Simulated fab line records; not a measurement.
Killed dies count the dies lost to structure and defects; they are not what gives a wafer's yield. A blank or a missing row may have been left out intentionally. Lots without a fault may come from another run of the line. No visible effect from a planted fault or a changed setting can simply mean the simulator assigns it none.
Matching of chambers ; flow sky130 ; 4 sister chambers for SKY_LI_CONTACT_ETCH_15 on rie_diel-04
The step etches PSG in C4F8/O2/Ar, stops on Si, target depth 600 nm. 8 wafers are shown with their chamber, then 8 later ones without.

== EACH WAFER AND ITS CHAMBER ==
wafer;chamber;oes_product_au (a.u.)
L084.1;1;0.842
L084.2;3;0.835
L084.5;1;0.837
L084.6;2;0.833
L087.1;3;0.839
L087.2;2;0.833
L087.3;0;0.845
L087.4;0;0.838

== WAFERS MISSING THEIR CHAMBER ==
wafer;oes_product_au (a.u.)
L087.5;0.834
L087.6;0.837
L086.1;0.839
L086.2;0.832
L086.3;0.841
L086.4;0.831
L086.5;0.830
L086.6;0.838

== WHICH CHAMBER EACH WENT THROUGH ==
wafer;from the rows above;in truth
L087.5;can't be placed: 2 or 3 or 1 or 0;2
L087.6;can't be placed: 3 or 1 or 2 or 0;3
L086.1;can't be placed: 1 or 3 or 0 or 2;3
L086.2;can't be placed: 2 or 3 or 1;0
L086.3;can't be placed: 0 or 1 or 3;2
L086.4;can't be placed: 2 or 3 or 1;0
L086.5;can't be placed: 2 or 3 or 1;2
L086.6;can't be placed: 3 or 1 or 0 or 2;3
Placed correctly: 0 of 8. Not placeable from these rows: 8 (in 5, the candidates include the true chamber). Wrongly placed: 0.
How it was worked out, from the rows above alone: a wafer's distance from a chamber is the root of the sum, over the readings, of the square of ((its reading less the chamber's mean) divided by the reading's scatter). The wafer belongs to the nearest chamber; if the next one is less than 2 further off, it can't be placed. Each chamber's mean is taken over the wafers shown for it. The scatter: the root of (the sum of the squares of (reading less its chamber's mean) over the shown wafers, divided by (wafers less chambers)).
